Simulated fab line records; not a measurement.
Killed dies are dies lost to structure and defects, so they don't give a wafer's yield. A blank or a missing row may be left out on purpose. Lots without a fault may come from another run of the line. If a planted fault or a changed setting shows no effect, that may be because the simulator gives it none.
Which tool did it? || flow sky130 || 12 lots, 36 wafers sampled, at 5 steps of a route of 708

== WHAT THE GAUGES READ, wafer by wafer ==
SKY_LDD_N_TW_MEAS_17. Usual: for LDD_N_TW the level is 2574 and the standard deviation is 18.
{"lot": "L977", "measured": "day 17 14:52", "on": "film metro-04", "LDD_N_TW": "2563 2584 2588", "flag": ""}
{"lot": "L979", "measured": "day 18 07:37", "on": "film metro-03", "LDD_N_TW": "2599 2592 2597", "flag": ""}
{"lot": "L980", "measured": "day 18 20:13", "on": "film metro-01", "LDD_N_TW": "2538 2554 2571", "flag": ""}
{"lot": "L981", "measured": "day 19 04:46", "on": "film metro-04", "LDD_N_TW": "2600 2592 2590", "flag": ""}
{"lot": "L982", "measured": "day 19 13:37", "on": "film metro-01", "LDD_N_TW": "2545 2541 2536", "flag": ""}
{"lot": "L983", "measured": "day 20 05:25", "on": "film metro-04", "LDD_N_TW": "2589 2567 2575", "flag": ""}
{"lot": "L991", "measured": "day 23 06:28", "on": "film metro-04", "LDD_N_TW": "2584 2585 2574", "flag": ""}
{"lot": "L992", "measured": "day 23 06:13", "on": "film metro-01", "LDD_N_TW": "2544 2550 2550", "flag": ""}
{"lot": "L993", "measured": "day 24 04:37", "on": "film metro-03", "LDD_N_TW": "2594 2594 2591", "flag": ""}
{"lot": "L994", "measured": "day 24 04:18", "on": "film metro-04", "LDD_N_TW": "2567 2581 2591", "flag": ""}
{"lot": "L997", "measured": "day 24 22:10", "on": "film metro-04", "LDD_N_TW": "2572 2574 2568", "flag": ""}
{"lot": "L100", "measured": "day 25 21:43", "on": "film metro-03", "LDD_N_TW": "2574 2560 2563", "flag": ""}

SKY_LDD_HVN_TW_MEAS_10. Usual: for LDD_HVN_TW the level is 1438 and the standard deviation is 22.
{"lot": "L977", "measured": "day 20 03:19", "on": "film metro-01", "LDD_HVN_TW": "1416 1418 1418", "flag": ""}
{"lot": "L979", "measured": "day 20 20:13", "on": "film metro-02", "LDD_HVN_TW": "1477 1472 1471", "flag": ""}
{"lot": "L980", "measured": "day 21 09:37", "on": "film metro-01", "LDD_HVN_TW": "1429 1430 1423", "flag": ""}
{"lot": "L981", "measured": "day 21 18:28", "on": "film metro-01", "LDD_HVN_TW": "1421 1434 1434", "flag": ""}
{"lot": "L982", "measured": "day 22 01:13", "on": "film metro-01", "LDD_HVN_TW": "1424 1424 1420", "flag": ""}
{"lot": "L983", "measured": "day 22 18:40", "on": "film metro-03", "LDD_HVN_TW": "1438 1436 1426", "flag": ""}
{"lot": "L991", "measured": "day 25 18:10", "on": "film metro-02", "LDD_HVN_TW": "1475 1479 1469", "flag": ""}
{"lot": "L992", "measured": "day 25 17:49", "on": "film metro-01", "LDD_HVN_TW": "1521 1526 1524", "flag": "OFF"}
{"lot": "L993", "measured": "day 26 14:40", "on": "film metro-03", "LDD_HVN_TW": "1541 1540 1542", "flag": "OFF"}
{"lot": "L994", "measured": "day 26 14:34", "on": "film metro-01", "LDD_HVN_TW": "1404 1413 1412", "flag": ""}
{"lot": "L997", "measured": "day 27 07:40", "on": "film metro-03", "LDD_HVN_TW": "1428 1431 1432", "flag": ""}
{"lot": "L100", "measured": "day 28 07:07", "on": "film metro-03", "LDD_HVN_TW": "1423 1432 1431", "flag": ""}

== WHICH TOOL RAN EACH LOT (tool, then ch and the chambers of the sampled wafers, then the start) ==
{"lot": "L977", "SKY_RES_PROTECT_STRIP_07": "plasma asher-01 ch 0,1, day 15 00:28", "SKY_POLY_GATE_ETCH_15": "rie diel-03 ch 0,1,3, day 16 06:55", "SKY_LDD_HVN_IMPLANT_08": "implanter-02 ch 0, day 20 03:05"}
{"lot": "L979", "SKY_RES_PROTECT_STRIP_07": "plasma asher-01 ch 0,1, day 15 14:23", "SKY_POLY_GATE_ETCH_15": "rie diel-02 ch 0,1,2, day 16 21:40", "SKY_LDD_HVN_IMPLANT_08": "implanter-01 ch 0, day 20 19:58"}
{"lot": "L980", "SKY_RES_PROTECT_STRIP_07": "plasma asher-01 ch 0,1, day 16 05:47", "SKY_POLY_GATE_ETCH_15": "rie diel-03 ch 1,2,3, day 17 11:19", "SKY_LDD_HVN_IMPLANT_08": "implanter-04 ch 0, day 21 09:23"}
{"lot": "L981", "SKY_RES_PROTECT_STRIP_07": "plasma asher-01 ch 0,1, day 16 11:29", "SKY_POLY_GATE_ETCH_15": "rie diel-03 ch 1,2,3, day 17 19:14", "SKY_LDD_HVN_IMPLANT_08": "implanter-02 ch 0, day 21 18:14"}
{"lot": "L982", "SKY_RES_PROTECT_STRIP_07": "plasma asher-03 ch 0, day 16 19:28", "SKY_POLY_GATE_ETCH_15": "rie diel-04 ch 0,2,3, day 18 01:56", "SKY_LDD_HVN_IMPLANT_08": "implanter-02 ch 0, day 22 00:58"}
{"lot": "L983", "SKY_RES_PROTECT_STRIP_07": "plasma asher-03 ch 0,1, day 17 09:35", "SKY_POLY_GATE_ETCH_15": "rie diel-02 ch 0,2,3, day 18 17:32", "SKY_LDD_HVN_IMPLANT_08": "implanter-02 ch 0, day 22 18:25"}
{"lot": "L991", "SKY_RES_PROTECT_STRIP_07": "plasma asher-01 ch 0,1, day 20 12:13", "SKY_POLY_GATE_ETCH_15": "rie diel-04 ch 2,3, day 21 20:59", "SKY_LDD_HVN_IMPLANT_08": "implanter-01 ch 0, day 25 17:57"}
{"lot": "L992", "SKY_RES_PROTECT_STRIP_07": "plasma asher-02 ch 0, day 20 12:55", "SKY_POLY_GATE_ETCH_15": "rie diel-02 ch 2,3, day 21 20:38", "SKY_LDD_HVN_IMPLANT_08": "implanter-02 ch 0, day 25 17:34"}
{"lot": "L993", "SKY_RES_PROTECT_STRIP_07": "plasma asher-03 ch 0,1, day 21 01:11", "SKY_POLY_GATE_ETCH_15": "rie diel-03 ch 1,2, day 22 18:43", "SKY_LDD_HVN_IMPLANT_08": "implanter-02 ch 0, day 26 14:25"}
{"lot": "L994", "SKY_RES_PROTECT_STRIP_07": "plasma asher-01 ch 0,1, day 21 04:28", "SKY_POLY_GATE_ETCH_15": "rie diel-02 ch 1,2, day 22 18:56", "SKY_LDD_HVN_IMPLANT_08": "implanter-01 ch 0, day 26 14:19"}
{"lot": "L997", "SKY_RES_PROTECT_STRIP_07": "plasma asher-03 ch 0,1, day 22 03:55", "SKY_POLY_GATE_ETCH_15": "rie diel-03 ch 0,1,3, day 23 12:46", "SKY_LDD_HVN_IMPLANT_08": "implanter-04 ch 0, day 27 07:25"}
{"lot": "L100", "SKY_RES_PROTECT_STRIP_07": "plasma asher-02 ch 1, day 23 04:58", "SKY_POLY_GATE_ETCH_15": "rie diel-02 ch 0,2, day 24 13:53", "SKY_LDD_HVN_IMPLANT_08": "implanter-04 ch 0, day 28 06:52"}
- SKY_RES_PROTECT_STRIP_07: strips in O2/N2.
- SKY_POLY_GATE_ETCH_15: etches BARC in N2/H2, stops on SiO2, time 118.5 s, target depth 110 nm.
- SKY_LDD_HVN_IMPLANT_08

== AS READ BY THE TOOLS THEMSELVES (means over the sampled wafers that have a number; for cases with no such wafer, the mark the record gives instead) ==
SKY_RES_PROTECT_STRIP_07. Usual: drypump motor current A 6.26 A, standard deviation 0.21; oes product au 0.518 a.u., standard deviation 0.0045; strip time to endpoint s 23.28 s, standard deviation 0.042.
{"lot": "L977", "tool": "plasma asher-01", "drypump motor current A (A)": 6.14, "oes product au (a.u.)": 0.521, "strip time to endpoint s (s)": 23.23, "flag": ""}
{"lot": "L979", "tool": "plasma asher-01", "drypump motor current A (A)": 6.15, "oes product au (a.u.)": 0.520, "strip time to endpoint s (s)": 23.27, "flag": ""}
{"lot": "L980", "tool": "plasma asher-01", "drypump motor current A (A)": 6.26, "oes product au (a.u.)": 0.521, "strip time to endpoint s (s)": 23.28, "flag": ""}
{"lot": "L981", "tool": "plasma asher-01", "drypump motor current A (A)": 6.27, "oes product au (a.u.)": 0.519, "strip time to endpoint s (s)": 23.30, "flag": ""}
{"lot": "L982", "tool": "plasma asher-03", "drypump motor current A (A)": 6.19, "oes product au (a.u.)": 0.517, "strip time to endpoint s (s)": 23.27, "flag": ""}
{"lot": "L983", "tool": "plasma asher-03", "drypump motor current A (A)": 6.22, "oes product au (a.u.)": 0.520, "strip time to endpoint s (s)": 23.28, "flag": ""}
{"lot": "L991", "tool": "plasma asher-01", "drypump motor current A (A)": 6.26, "oes product au (a.u.)": 0.520, "strip time to endpoint s (s)": 23.29, "flag": ""}
{"lot": "L992", "tool": "plasma asher-02", "drypump motor current A (A)": 6.70, "oes product au (a.u.)": 0.524, "strip time to endpoint s (s)": 23.30, "flag": ""}
{"lot": "L993", "tool": "plasma asher-03", "drypump motor current A (A)": 6.24, "oes product au (a.u.)": 0.522, "strip time to endpoint s (s)": 23.33, "flag": ""}
{"lot": "L994", "tool": "plasma asher-01", "drypump motor current A (A)": 6.27, "oes product au (a.u.)": 0.517, "strip time to endpoint s (s)": 23.30, "flag": ""}
{"lot": "L997", "tool": "plasma asher-03", "drypump motor current A (A)": 6.22, "oes product au (a.u.)": 0.519, "strip time to endpoint s (s)": 23.32, "flag": ""}
{"lot": "L100", "tool": "plasma asher-02", "drypump motor current A (A)": 6.10, "oes product au (a.u.)": 0.517, "strip time to endpoint s (s)": 23.30, "flag": ""}

SKY_POLY_GATE_ETCH_15. Usual: drypump motor current A 5.4 A, standard deviation 0.49; oes product au 0.716 a.u., standard deviation 0.0043; throttle valve pct 13.214 %, standard deviation 0.0086.
{"lot": "L977", "tool": "rie diel-03", "drypump motor current A (A)": 5.0, "oes product au (a.u.)": 0.718, "throttle valve pct (%)": 13.218, "flag": ""}
{"lot": "L979", "tool": "rie diel-02", "drypump motor current A (A)": 5.9, "oes product au (a.u.)": 0.714, "throttle valve pct (%)": 13.207, "flag": ""}
{"lot": "L980", "tool": "rie diel-03", "drypump motor current A (A)": 5.0, "oes product au (a.u.)": 0.712, "throttle valve pct (%)": 13.218, "flag": ""}
{"lot": "L981", "tool": "rie diel-03", "drypump motor current A (A)": 5.0, "oes product au (a.u.)": 0.712, "throttle valve pct (%)": 13.203, "flag": ""}
{"lot": "L982", "tool": "rie diel-04", "drypump motor current A (A)": 5.5, "oes product au (a.u.)": 0.716, "throttle valve pct (%)": 13.216, "flag": ""}
{"lot": "L983", "tool": "rie diel-02", "drypump motor current A (A)": 5.6, "oes product au (a.u.)": 0.710, "throttle valve pct (%)": 13.217, "flag": ""}
{"lot": "L991", "tool": "rie diel-04", "drypump motor current A (A)": 5.2, "oes product au (a.u.)": 0.720, "throttle valve pct (%)": 13.208, "flag": ""}
{"lot": "L992", "tool": "rie diel-02", "drypump motor current A (A)": 5.4, "oes product au (a.u.)": 0.717, "throttle valve pct (%)": 13.215, "flag": ""}
{"lot": "L993", "tool": "rie diel-03", "drypump motor current A (A)": 4.9, "oes product au (a.u.)": 0.715, "throttle valve pct (%)": 13.221, "flag": ""}
{"lot": "L994", "tool": "rie diel-02", "drypump motor current A (A)": 6.1, "oes product au (a.u.)": 0.712, "throttle valve pct (%)": 13.212, "flag": ""}
{"lot": "L997", "tool": "rie diel-03", "drypump motor current A (A)": 5.0, "oes product au (a.u.)": 0.716, "throttle valve pct (%)": 13.219, "flag": ""}
{"lot": "L100", "tool": "rie diel-02", "drypump motor current A (A)": 6.0, "oes product au (a.u.)": 0.719, "throttle valve pct (%)": 13.219, "flag": ""}

SKY_LDD_HVN_IMPLANT_08. Usual: beam energy keV 59.999, standard deviation 0.016; faraday current uA 169, standard deviation 3.2.
{"lot": "L977", "tool": "implanter-02", "beam energy keV": 60.003, "faraday current uA": 168, "flag": ""}
{"lot": "L979", "tool": "implanter-01", "beam energy keV": 60.016, "faraday current uA": 166, "flag": ""}
{"lot": "L980", "tool": "implanter-04", "beam energy keV": 60.002, "faraday current uA": 169, "flag": ""}
{"lot": "L981", "tool": "implanter-02", "beam energy keV": 60.013, "faraday current uA": 170, "flag": ""}
{"lot": "L982", "tool": "implanter-02", "beam energy keV": 59.999, "faraday current uA": 168, "flag": ""}
{"lot": "L983", "tool": "implanter-02", "beam energy keV": 59.984, "faraday current uA": 170, "flag": ""}
{"lot": "L991", "tool": "implanter-01", "beam energy keV": 60.000, "faraday current uA": 172, "flag": ""}
{"lot": "L992", "tool": "implanter-02", "beam energy keV": 79.091, "faraday current uA": 170, "flag": "OFF"}
{"lot": "L993", "tool": "implanter-02", "beam energy keV": 79.070, "faraday current uA": 168, "flag": "OFF"}
{"lot": "L994", "tool": "implanter-01", "beam energy keV": 60.014, "faraday current uA": 167, "flag": ""}
{"lot": "L997", "tool": "implanter-04", "beam energy keV": 60.001, "faraday current uA": 167, "flag": ""}
{"lot": "L100", "tool": "implanter-04", "beam energy keV": 59.987, "faraday current uA": 169, "flag": ""}

== THE ANSWER, worked out from the rows above alone ==
Rule: lot off if the mean of its wafers having a number is beyond 3 standard deviations from the usual mean. Also off: a lot with no number at a reading for which 4 or more lots have one. The other lots that the step has rows for count as sound. First the gauges in route order, then the tools' own readings, where a lot's mean is used as printed above. At the first step where some lot is off, the reading lying furthest off is the one used; lots without a number count as furthest.
Off: L992, L993, at SKY_LDD_HVN_TW_MEAS_10 (LDD_HVN_TW).
A tool fits if, at a process step before that reading, it ran every lot that is off, and no sound lot after the first of them. Not tried: the gauges at SKY_LDD_HVN_TW_MEAS_10; whatever is off there is also off at SKY_LDD_HVN_IMPLANT_08, on other tools, and gauge error can't account for it. One fits: SKY_LDD_HVN_IMPLANT_08 on implanter-02. Its last sound lot is L983 (day 22 18:25), its first lot that is off L992 (day 25 17:34): a fault that began between those two fits.
On the lots that are off, the tool's own readings at SKY_LDD_HVN_IMPLANT_08 differ by more than 5 times the standard deviation of the sound lots' means, which bears it out; beam energy keV reads 79.081 there versus 60.002 on the sound lots.

== WHAT THE SIMULATOR HAD INSERTED ==
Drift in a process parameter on implanter-02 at SKY_LDD_HVN_IMPLANT_08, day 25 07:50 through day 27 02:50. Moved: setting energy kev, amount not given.
Lots struck among those shown: L992, L993. The rule above reached the same finding.
